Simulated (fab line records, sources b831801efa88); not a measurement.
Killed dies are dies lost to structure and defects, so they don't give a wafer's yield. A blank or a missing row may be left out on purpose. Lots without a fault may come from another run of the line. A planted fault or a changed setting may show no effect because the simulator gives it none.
Tool commonality check | flow sky130 | 10 lots, 30 wafers sampled

WHY IT WAS OPENED
At SKY_METAL1_RS_MEAS_05 the reading METAL1_ALCU_RS is flagged on 2 of 10 lots. Wafers without a fault read 0.1273 ohm/sq, standard deviation 0.0018.
Rule: a lot is flagged when every wafer of it that has a number lies more than 4 standard deviations from that mean, or none has a number. The other lots count as sound.

lot  | measured     | on            | METAL1_ALCU_RS (ohm/sq), wafer by wafer | flag
L643 | day 31 17:37 | film_metro-02 | 0.1251 0.1247 0.1260                    |
L645 | day 32 02:41 | film_metro-02 | 0.1287 0.1284 0.1275                    |
L647 | day 33 05:50 | film_metro-02 | 0.1285 0.1280 0.1274                    |
L649 | day 34 05:32 | film_metro-04 | 0.1277 0.1277 0.1300                    |
L653 | day 35 14:29 | film_metro-04 | 0.1269 0.1258 0.1276                    |
L656 | day 36 08:05 | film_metro-02 | 0.1600 0.1618 0.1613                    | FLAGGED
L659 | day 36 14:40 | film_metro-04 | 0.1592 0.1614 0.1624                    | FLAGGED
L661 | day 37 10:36 | film_metro-01 | 0.1263 0.1231 0.1237                    |
L664 | day 38 09:41 | film_metro-01 | 0.1280 0.1277 0.1296                    |
L665 | day 39 04:29 | film_metro-01 | 0.1286 0.1276 0.1289                    |
The numbers of the flagged lots are 0.1610 ohm/sq on average: +0.0337 ohm/sq against the usual, or +19 standard deviations.

WHICH TOOL RAN EACH LOT
The record holds 2 process steps before the reading, out of a route of 708 steps. In each cell: the tool, then ch and the chambers that the sampled wafers went through, then the start.
lot  | flag    | SKY_METAL1_SPUTTER_02        | SKY_METAL1_SPUTTER_03
L643 |         | pvd_sputter-01, day 31 17:28 | pvd_sputter-01, day 31 17:29
L645 |         | pvd_sputter-01, day 32 02:35 | pvd_sputter-01, day 32 02:36
L647 |         | pvd_sputter-04, day 33 05:41 | pvd_sputter-04, day 33 05:42
L649 |         | pvd_sputter-02, day 34 05:25 | pvd_sputter-02, day 34 05:26
L653 |         | pvd_sputter-01, day 35 14:22 | pvd_sputter-01, day 35 14:23
L656 | FLAGGED | pvd_sputter-01, day 36 07:58 | pvd_sputter-01, day 36 07:59
L659 | FLAGGED | pvd_sputter-01, day 36 14:34 | pvd_sputter-01, day 36 14:36
L661 |         | pvd_sputter-02, day 37 10:31 | pvd_sputter-02, day 37 10:32
L664 |         | pvd_sputter-04, day 38 09:33 | pvd_sputter-04, day 38 09:34
L665 |         | pvd_sputter-02, day 39 04:23 | pvd_sputter-02, day 39 04:25
What these steps do:
- SKY_METAL1_SPUTTER_02: material AlCu, target thk 250 nm, time 13.3 s.
- SKY_METAL1_SPUTTER_03: material Ti, target thk 5 nm, time 3.3 s.
- SKY_METAL1_RS_MEAS_05: measures by four-point-probe.

FLAGGED OVER TOTAL, TOOL BY TOOL (the gauges that took the reading come last)
step                  | tool           | lots run | flagged | share of the flagged lots | sound lots run after its first flagged lot
SKY_METAL1_SPUTTER_02 | pvd_sputter-01 | 5        | 2       | all                       | 0
SKY_METAL1_SPUTTER_02 | pvd_sputter-02 | 3        | 0       | none                      | -
SKY_METAL1_SPUTTER_02 | pvd_sputter-04 | 2        | 0       | none                      | -
SKY_METAL1_SPUTTER_03 | pvd_sputter-01 | 5        | 2       | all                       | 0
SKY_METAL1_SPUTTER_03 | pvd_sputter-02 | 3        | 0       | none                      | -
SKY_METAL1_SPUTTER_03 | pvd_sputter-04 | 2        | 0       | none                      | -
SKY_METAL1_RS_MEAS_05 | film_metro-01  | 3        | 0       | none                      | -
SKY_METAL1_RS_MEAS_05 | film_metro-02  | 4        | 1       | some                      | 0
SKY_METAL1_RS_MEAS_05 | film_metro-04  | 3        | 1       | some                      | 0

WHAT THE TABLE ALLOWS
2 rows of the table ran every flagged lot: pvd_sputter-01 at SKY_METAL1_SPUTTER_02, pvd_sputter-01 at SKY_METAL1_SPUTTER_03.
- pvd_sputter-01 at SKY_METAL1_SPUTTER_02: 2 of its 5 lots flagged. Its last sound lot is L653 (day 35 14:22), its first flagged lot L656 (day 36 07:58): a fault that began between those two fits.
- pvd_sputter-01 at SKY_METAL1_SPUTTER_03: 2 of its 5 lots flagged. Its last sound lot is L653 (day 35 14:23), its first flagged lot L656 (day 36 07:59): a fault that began between those two fits.
One tool is left: pvd_sputter-01 at SKY_METAL1_SPUTTER_02 and SKY_METAL1_SPUTTER_03.

WHAT THE SIMULATOR HAD PUT IN
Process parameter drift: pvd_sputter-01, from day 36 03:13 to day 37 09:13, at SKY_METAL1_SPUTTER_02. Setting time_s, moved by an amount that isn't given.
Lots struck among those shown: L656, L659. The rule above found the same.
